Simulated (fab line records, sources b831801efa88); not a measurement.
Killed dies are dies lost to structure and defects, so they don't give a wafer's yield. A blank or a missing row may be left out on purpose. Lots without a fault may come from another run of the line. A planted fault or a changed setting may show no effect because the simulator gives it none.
Chamber matching | flow gf180mcu | GF_V5_CMP_04 on cmp-02: 4 sister chambers
The step polishes SiO2. 8 wafers are shown with their chamber, then 11 later ones without.

WAFERS WITH THEIR CHAMBER
wafer  | chamber | motor_current_A (A) | edge_zone_pressure_frac
L504.1 | 0       | 12.3                | 0.991
L504.2 | 3       | 11.8                | 1.004
L509.2 | 2       | 13.3                | 1.005
L509.4 | 0       | 12.4                | 0.996
L513.3 | 2       | 13.4                | 0.998
L513.4 | 1       | 12.5                | 1.004
L513.5 | 3       | 11.4                | 1.004
L519.1 | 1       | 12.2                | 1.000

WAFERS WITHOUT THEIR CHAMBER
wafer  | motor_current_A (A) | edge_zone_pressure_frac
L519.2 | 13.2                | 1.000
L519.5 | 13.0                | 1.005
L520.2 | 12.0                | 1.008
L520.3 | 12.8                | 1.000
L520.6 | 11.6                | 1.000
L522.2 | 12.2                | 1.004
L522.3 | 13.2                | 1.000
L522.6 | 12.4                | 1.001
L523.2 | 13.2                | 1.005
L523.5 | 12.0                | 0.998
L523.6 | 11.0                | 1.003

WHICH CHAMBER EACH WENT THROUGH
wafer  | from the rows above          | in truth
L519.2 | 2                            | 2
L519.5 | can't be placed: 2 or 1      | 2
L520.2 | can't be placed: 3 or 1      | 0
L520.3 | can't be placed: 1 or 2 or 0 | 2
L520.6 | 3                            | 3
L522.2 | 1                            | 1
L522.3 | 2                            | 2
L522.6 | can't be placed: 1 or 0      | 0
L523.2 | 2                            | 2
L523.5 | can't be placed: 1 or 0 or 3 | 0
L523.6 | 3                            | 3
Placed correctly: 6 of 11. Can't be placed from these rows: 5 (the true chamber is among the candidates in 4). Placed wrongly: 0.
How it was worked out, from the rows above alone: a wafer's distance from a chamber is the root of the sum, over the readings, of the square of ((its reading less the chamber's mean) divided by the reading's scatter). The wafer belongs to the nearest chamber; if the next one is less than 2 further off, it can't be placed. A chamber's mean is the mean of its shown wafers. The scatter: the root of (the sum of the squares of (reading less its chamber's mean) over the shown wafers, divided by (wafers less chambers)).
